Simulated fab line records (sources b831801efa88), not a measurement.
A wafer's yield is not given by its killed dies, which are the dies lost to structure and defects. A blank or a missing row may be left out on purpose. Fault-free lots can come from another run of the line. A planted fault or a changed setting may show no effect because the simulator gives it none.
8D (eight disciplines) problem report, filled in by code    flow gf180mcu    the parts of the form that need people (team, actions taken, sign-off) are left out

1. WHAT WENT WRONG
Mean of dose_ions_cm2 at GF_HV_LDD_IMPLANT_34: 8.5e+12 across 9 wafers in 3 lots; on wafers with no fault it is 7.5e+12 (standard deviation 8.6e+09). That is +99 or more standard deviations from the usual mean.
The first sign was on wafer L304.1 at day 16 04:28, on implanter-02. At this step, 39 wafers from 13 lots have a number in the record. Rule for "out" (also "out of limits"): further than 4 standard deviations from the usual mean. All remaining wafers that have a number are taken as sound.

2. WHAT IT IS, AND WHAT IT ISN'T
question                     is                                 is not
which readings at this step  dose_ions_cm2, faraday_current_uA  -
which lots                   L304, L305, L306                   L290, L291, L293, L294, L295, L296, L297, L298, L300, L312
which wafers of those lots   all that have a number             -
read on which tools          implanter-02                       implanter-03, implanter-04
when                         from day 16 04:28                  up to then (27 sound wafers); but 3 sound wafers of L312 came after

3. SUSPECTS, AND WHAT RULES EACH OUT
Counting: a tool stays on the suspect list if, at a process step up to the reading, it processed all lots that are out and no sound lot following the first of them.
- implanter-02 at GF_HV_LDD_IMPLANT_34: kept. It processed each lot that is out, first L304 at day 16 04:28, and no sound lot thereafter; up to then, the last sound lot it processed was L300 at day 14 20:11. Out on those wafers are its own readings of dose_ions_cm2, faraday_current_uA.
The count leaves implanter-02 at GF_HV_LDD_IMPLANT_34.

4. THE CAUSE (what the simulator had put in)
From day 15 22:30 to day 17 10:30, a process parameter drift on implanter-02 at GF_HV_LDD_IMPLANT_34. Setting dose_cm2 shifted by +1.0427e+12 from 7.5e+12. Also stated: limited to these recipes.
This tool alone remained once counting was done.

5. SEQUENCE OF EFFECTS, ordered by route
Rows list readings where the struck wafers' mean (over those with a number) sits beyond 3 standard deviations from the usual. Scope: only readings with a usual standard deviation given in the record; hours: median across lots of the time from each lot's start at the first step in this table that gives one to its start at this step; sigmas: change in usual standard deviations.
hours  step                  reading             usual    on struck wafers  change    sigmas
0      GF_HV_LDD_IMPLANT_34  dose_ions_cm2       7.5e+12  8.5e+12           +1.0e+12  +99 or more
0      GF_HV_LDD_IMPLANT_34  faraday_current_uA  42.2     48.2              +6.0      +7.6
It contains these process steps:
- GF_HV_LDD_IMPLANT_34
Later measuring or inspecting steps at which every struck wafer that the step has a row for has a number for every such reading, and none has moved that far: GF_HV_LDD_RS_MEAS_53, GF_V1_BOW_MEAS_05.

6. HOW IT WOULD HAVE BEEN CAUGHT EARLIER
The fault began at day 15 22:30; the first out-of-limits reading in this record came at day 16 04:28, 6 hours later.
